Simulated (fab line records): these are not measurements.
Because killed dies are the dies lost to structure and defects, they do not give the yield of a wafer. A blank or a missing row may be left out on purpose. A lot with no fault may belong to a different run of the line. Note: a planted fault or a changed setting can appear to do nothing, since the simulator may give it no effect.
One fault seen from 2 desks | flow sky130 | only its own numbers are on each desk; what lay behind them is given at the end

DESK OF THE TOOL OWNER: rie si-01
The tool's own readings at SKY_FIELD_ISO_ETCH_17 (etches Si in HBr/Cl2/O2, target depth 342 nm, time 97.7 s): means of the sampled wafers that have a number, for each lot that ran on this tool. A lot is out of limits, marked OUT, if its mean lies more than 4 standard deviations from the usual mean; the brackets give that distance.
Columns: A = bias w at SKY_FIELD_ISO_ETCH_17, usual 150.1 W; B = drypump motor current A at SKY_FIELD_ISO_ETCH_17, usual 5.9 A; C = he backside leak sccm at SKY_FIELD_ISO_ETCH_17, usual 2.8 sccm; D = oes product au at SKY_FIELD_ISO_ETCH_17, usual 1.001 a.u.; E = throttle valve pct at SKY_FIELD_ISO_ETCH_17, usual 25.655 %
lot  | first seen here | A               | B   | C   | D     | E
L214 | day 2 20:35     | 150.2           | 5.9 | 2.8 | 1.007 | 25.655
L222 | day 4 13:29     | 156.9 (+17) OUT | 6.0 | 2.7 | 1.011 | 25.641
L223 | day 4 19:10     | 164.0 (+34) OUT | 6.0 | 3.9 | 1.020 | 25.642
This desk's finding: out of limits on L222, L223; first on L222, day 4 13:29 (bias w at SKY_FIELD_ISO_ETCH_17). L214: within limits.

AT THE METROLOGY DESK
Lot by lot, what the gauges showed, no matter which tool ran the lot: averages of those sampled wafers that carry a number. A lot is out of limits, marked OUT, if its mean lies more than 4 standard deviations from the usual mean; the brackets give that distance.
Columns: A = cd nm at SKY_FIELD_ISO_CD_MEAS_13, usual 150.6 nm
lot  | first seen here | A
L213 | day 2 14:57     | 152.6
L214 | day 2 20:17     | 149.7
L222 | day 4 13:10     | 150.7
L223 | day 4 18:53     | 150.0
L226 | day 5 10:13     | 150.1
L232 | day 6 20:00     | 152.8
This desk's verdict: no lot among the 6 shows anything out of limits.

ALL TOGETHER
At day 4 13:29, on L222, L223, the tool owner's desk was in a position to raise an alarm.
At the metrology desk, nothing out of limits was observed.
The metrology desk has L222, L223 on record, within its limits.
Every lot named ran SKY_FIELD_ISO_ETCH_17 on rie si-01.

WHAT HAD BEEN PUT IN BY THE SIMULATOR
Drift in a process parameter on rie si-01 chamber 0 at SKY_FIELD_ISO_ETCH_17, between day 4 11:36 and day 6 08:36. The setting bias w was moved by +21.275, starting from 150. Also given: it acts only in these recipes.
Shown lots that were struck: L222, L223.
Hours from the fault's start to each desk's first reading out of limits: the tool owner's desk, 2.
